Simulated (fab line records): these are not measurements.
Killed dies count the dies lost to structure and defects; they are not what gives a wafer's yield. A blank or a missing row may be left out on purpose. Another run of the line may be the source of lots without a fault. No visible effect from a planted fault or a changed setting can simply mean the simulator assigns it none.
Which tool is to blame?	flow gf180mcu	12 lots with 36 wafers sampled at 2 steps, on a route of 602 steps

## WHAT THE GAUGES READ, wafer by wafer
GF_V5_RS_MEAS_24: a four-point-probe measurement. Usual: V5_W_RS gives 0.323 ohm/sq (standard deviation 0.0058).
lot	measured	on	V5_W_RS (ohm/sq)	flag
L859	day 27 17:24	filmMetro-03	0.323 0.331 0.325	
L863	day 28 17:47	filmMetro-04	0.322 0.326 0.326	
L864	day 29 04:51	filmMetro-04	0.322 0.326 0.311	
L865	day 29 06:56	filmMetro-01	0.325 0.317 0.327	
L866	day 29 19:03	filmMetro-03	0.313 0.329 0.315	
L867	day 30 00:33	filmMetro-04	0.324 0.310 0.311	
L871	day 31 06:12	filmMetro-04	0.325 0.325 0.332	
L874	day 31 23:55	filmMetro-01	0.316 0.323 0.323	
L875	day 32 07:10	filmMetro-03	0.325 0.323 0.331	
L876	day 32 11:24	filmMetro-01	0.322 0.317 0.323	
L878	day 33 00:51	filmMetro-03	0.322 0.324 0.322	
L881	day 33 14:13	filmMetro-01	0.326 0.329 0.329	

GF_TOP_METAL_OVL_MEAS_15. Usual: TOP_METAL_OVL gives 0.1 nm (standard deviation 1.1).
lot	measured	on	TOP_METAL_OVL (nm)	flag
L859	day 28 13:25	overlay-02	0.6 -0.1 -0.6	
L863	day 29 13:56	overlay-01	0.1 2.1 -0.6	
L864	day 30 00:47	overlay-02	0.7 -0.7 0.7	
L865	day 30 02:23	overlay-02	-1.3 0.3 -0.3	
L866	day 30 14:08	overlay-02	0.2 -0.3 -0.2	
L867	day 30 19:32	overlay-01	1.0 0.9 -1.1	
L871	day 32 00:05	overlay-02	0.9 -0.4 -0.8	
L874	day 32 16:40	overlay-01	0.3 -0.4 0.0	
L875	day 33 00:11	overlay-01	1.6 1.3 0.9	
L876	day 33 03:31	overlay-02	-1.1 -1.5 -0.7	
L878	day 33 16:46	overlay-01	1.9 0.7 -0.8	
L881	day 34 05:55	overlay-02	0.7 0.0 1.0	

## EACH LOT AND THE TOOL THAT RAN IT (in order: tool; ch and the chambers of the sampled wafers; start)
There is no process step in the record ahead of these readings.

## AS READ BY THE TOOLS THEMSELVES (means over the sampled wafers that have a number; for cases with no such wafer, the mark the record gives instead)
The record holds no such reading with a usual standard deviation.

## THE ANSWER, worked out from the rows above alone
Rule: lot off if the mean of its wafers having a number is beyond 3 standard deviations from the usual mean. A lot without any number at a reading at which 4 lots or more have one is off too. The other lots that the step has rows for count as sound. After the gauges, taken in route order, come the tools' own readings; for these a lot's mean is taken, as printed above. At the first step where some lot is off, the reading lying furthest off is the one used; lots without a number count as furthest.
Across all readings shown, no lot is off: no conclusion can be drawn from this.

## WHAT THE SIMULATOR PUT IN
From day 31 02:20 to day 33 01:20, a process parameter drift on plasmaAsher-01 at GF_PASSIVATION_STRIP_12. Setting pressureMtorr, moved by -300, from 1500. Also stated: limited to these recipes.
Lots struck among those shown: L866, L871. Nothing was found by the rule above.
